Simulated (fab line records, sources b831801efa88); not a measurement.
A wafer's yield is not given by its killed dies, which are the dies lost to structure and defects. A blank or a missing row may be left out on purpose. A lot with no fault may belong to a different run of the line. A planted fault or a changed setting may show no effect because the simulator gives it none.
Matching of chambers :: flow gf180mcu :: 4 sister chambers for GF_V5_CMP_04 on cmp-02
The step polishes SiO2. 16 wafers are shown with their chamber, then 8 later ones without.

## WAFERS, EACH WITH ITS CHAMBER
wafer: L613.1
chamber: 1
motor_current_A (A): 11.0
slurry_filter_dp_kPa (kPa): 13.32

wafer: L613.4
chamber: 0
motor_current_A (A): 11.9
slurry_filter_dp_kPa (kPa): 13.39

wafer: L613.5
chamber: 3
motor_current_A (A): 13.9
slurry_filter_dp_kPa (kPa): 13.33

wafer: L615.2
chamber: 0
motor_current_A (A): 12.5
slurry_filter_dp_kPa (kPa): 13.61

wafer: L615.3
chamber: 1
motor_current_A (A): 10.7
slurry_filter_dp_kPa (kPa): 13.57

wafer: L615.5
chamber: 1
motor_current_A (A): 10.8
slurry_filter_dp_kPa (kPa): 13.59

wafer: L616.2
chamber: 3
motor_current_A (A): 13.2
slurry_filter_dp_kPa (kPa): 13.37

wafer: L616.5
chamber: 2
motor_current_A (A): 11.4
slurry_filter_dp_kPa (kPa): 13.53

wafer: L616.6
chamber: 3
motor_current_A (A): 13.2
slurry_filter_dp_kPa (kPa): 13.39

wafer: L627.1
chamber: 3
motor_current_A (A): 14.1
slurry_filter_dp_kPa (kPa): 13.66

wafer: L627.2
chamber: 2
motor_current_A (A): 11.5
slurry_filter_dp_kPa (kPa): 13.33

wafer: L627.6
chamber: 0
motor_current_A (A): 12.7
slurry_filter_dp_kPa (kPa): 13.69

wafer: L630.1
chamber: 1
motor_current_A (A): 11.1
slurry_filter_dp_kPa (kPa): 13.59

wafer: L630.2
chamber: 3
motor_current_A (A): 13.3
slurry_filter_dp_kPa (kPa): 13.47

wafer: L630.4
chamber: 2
motor_current_A (A): 11.5
slurry_filter_dp_kPa (kPa): 13.24

wafer: L632.1
chamber: 3
motor_current_A (A): 13.5
slurry_filter_dp_kPa (kPa): 13.48

SIGNATURES (averages over the wafers above)
reading: motor_current_A
chamber 0: 12.367
chamber 1: 10.900
chamber 2: 11.467
chamber 3: 13.533
scatter within a chamber: 0.314

reading: slurry_filter_dp_kPa
chamber 0: 13.5633
chamber 1: 13.5175
chamber 2: 13.3667
chamber 3: 13.4500
scatter within a chamber: 0.134
Rule: a wafer lies at a distance from a chamber equal to the root of the sum of squares, over the readings, of (its reading less the chamber's mean, divided by the reading's scatter). The wafer belongs to the nearest chamber; if the next one is less than 2 further off, it can't be placed. How the scatter is found: for the shown wafers, subtract from each reading the mean of its chamber, square and add these, divide the total by (wafers less chambers), then take the root.

## WAFERS WITH NO CHAMBER GIVEN
wafer: L632.3
motor_current_A (A): 12.0
slurry_filter_dp_kPa (kPa): 13.48

wafer: L632.4
motor_current_A (A): 11.5
slurry_filter_dp_kPa (kPa): 13.29

wafer: L633.3
motor_current_A (A): 13.2
slurry_filter_dp_kPa (kPa): 13.60

wafer: L633.4
motor_current_A (A): 12.1
slurry_filter_dp_kPa (kPa): 13.54

wafer: L633.6
motor_current_A (A): 11.3
slurry_filter_dp_kPa (kPa): 13.65

wafer: L634.2
motor_current_A (A): 12.0
slurry_filter_dp_kPa (kPa): 13.64

wafer: L634.5
motor_current_A (A): 11.0
slurry_filter_dp_kPa (kPa): 13.24

wafer: L634.6
motor_current_A (A): 13.3
slurry_filter_dp_kPa (kPa): 13.54

## WHICH CHAMBER EACH WENT THROUGH
wafer: L632.3
from the rows above: can't be placed: 0 or 2
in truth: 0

wafer: L632.4
from the rows above: can't be placed: 2 or 1
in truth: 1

wafer: L633.3
from the rows above: can't be placed: 3 or 0
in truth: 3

wafer: L633.4
from the rows above: can't be placed: 0 or 2
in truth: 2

wafer: L633.6
from the rows above: can't be placed: 1 or 2 or 0
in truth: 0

wafer: L634.2
from the rows above: can't be placed: 0 or 2
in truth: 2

wafer: L634.5
from the rows above: can't be placed: 2 or 1
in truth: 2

wafer: L634.6
from the rows above: can't be placed: 3 or 0
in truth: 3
Placed correctly: 0 of 8. Can't be placed from these rows: 8 (the true chamber is among the candidates in 8). Number placed wrongly: 0.
